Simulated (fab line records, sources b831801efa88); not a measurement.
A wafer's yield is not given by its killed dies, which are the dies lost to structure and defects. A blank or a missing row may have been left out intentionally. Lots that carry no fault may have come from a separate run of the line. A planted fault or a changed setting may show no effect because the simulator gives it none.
Which tool is to blame?	flow gf180mcu	Sampling: 6 lots, 18 wafers, 2 of 602 route steps

WHAT THE GAUGES SHOWED, per wafer
GF_MVPSD_TW_MEAS_11.
lot	measured	on	MVPSD_TW
L756	day 6 00:41	film-metro-01	552 552 550
L758	day 6 13:54	film-metro-01	531 529 531 533 534 532
L766	day 8 18:44	film-metro-01	552 558 556
L769	day 9 18:10	film-metro-02	550 550 549
L772	day 10 05:57	film-metro-02	553 556 557
L775	day 11 00:40	film-metro-02	554 555 556

EACH LOT AND THE TOOL THAT RAN IT (in order: tool; ch and the chambers of the sampled wafers; start)
lot	GF_MVPSD_IMPLANT_08
L756	implanter-04 ch 0, day 6 00:18
L758	implanter-04 ch 0, day 6 13:32
L766	implanter-03 ch 0, day 8 18:22
L769	implanter-04 ch 0, day 9 17:46
L772	implanter-01 ch 0, day 10 05:34
L775	implanter-04 ch 0, day 11 00:16
- GF_MVPSD_IMPLANT_08

THE ANSWER, worked out from the rows above alone
Rule: the usual values come from the lots themselves. The widest of any qualifying gaps counts: lots, ordered by their means at a reading, are off when they make up no more than a third of the lots, leave a main group of 4 or more, and stand apart from it by 3 or more times the standard deviation of that group's means. A main group is skipped when, at the precision printed for the reading in the tables above, its means are all equal. Also off: a lot with no number at a reading for which 4 or more lots have one. Where the step has rows for the other lots, those lots are counted as sound.
Off: L758, seen at GF_MVPSD_TW_MEAS_11 (MVPSD_TW). The main group has a mean of 553 with a standard deviation of 2.4.
If a tool, at a process step before that reading, ran all the lots that are off and no sound lot after the first of them, it fits. Those tools and the gauges at GF_MVPSD_TW_MEAS_11 are tried in the same way. None of those tried fits.

WHAT THE SIMULATOR PUT IN
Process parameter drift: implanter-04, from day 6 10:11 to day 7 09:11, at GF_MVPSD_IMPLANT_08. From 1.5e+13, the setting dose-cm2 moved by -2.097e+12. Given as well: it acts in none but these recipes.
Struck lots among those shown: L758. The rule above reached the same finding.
